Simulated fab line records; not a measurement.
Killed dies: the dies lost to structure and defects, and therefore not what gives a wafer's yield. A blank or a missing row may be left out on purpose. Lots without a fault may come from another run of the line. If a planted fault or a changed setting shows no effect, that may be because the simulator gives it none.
Chamber matching -- flow gf180mcu -- 3 sister chambers for GF_SAB_CVD_00 on pecvd-03
The step deposits SiO2 from TEOS, target thk 50 nm, time 4.9302 s. 3 wafers are shown with their chamber, then 11 later ones without.

## WAFERS PAIRED WITH THEIR CHAMBERS
wafer,chamber,heater power w (W)
L684.2,2,742
L684.4,0,933
L685.1,1,567

## WAFERS WITHOUT THEIR CHAMBER
wafer,heater power w (W)
L685.2,953
L685.3,857
L687.2,888
L687.3,801
L687.5,796
L688.1,510
L688.5,755
L688.6,519
L690.2,587
L690.5,809
L690.6,875

## WHICH CHAMBER EACH WENT THROUGH
wafer,from the rows above,in truth
L685.2,0,0
L685.3,can't be placed: 0 or 2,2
L687.2,can't be placed: 0 or 2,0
L687.3,can't be placed: 2 or 0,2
L687.5,can't be placed: 2 or 0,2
L688.1,1,1
L688.5,2,2
L688.6,1,1
L690.2,1,1
L690.5,can't be placed: 2 or 0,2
L690.6,can't be placed: 0 or 2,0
Correct placement for 5 of the 11. Can't be placed from these rows: 6 (the true chamber is among the candidates in 6). 0 placed wrongly.
How it was worked out, from the rows above alone: a wafer's distance from a chamber is the root of the sum, over the readings, of the square of ((its reading less the chamber's mean) divided by the reading's scatter). The wafer belongs to the nearest chamber; if the next one is less than 2 further off, it can't be placed. Each chamber's mean is taken over the wafers shown for it. The scatter: root of mean squared gap, hidden wafer to nearest shown wafer, with one shown wafer a chamber.
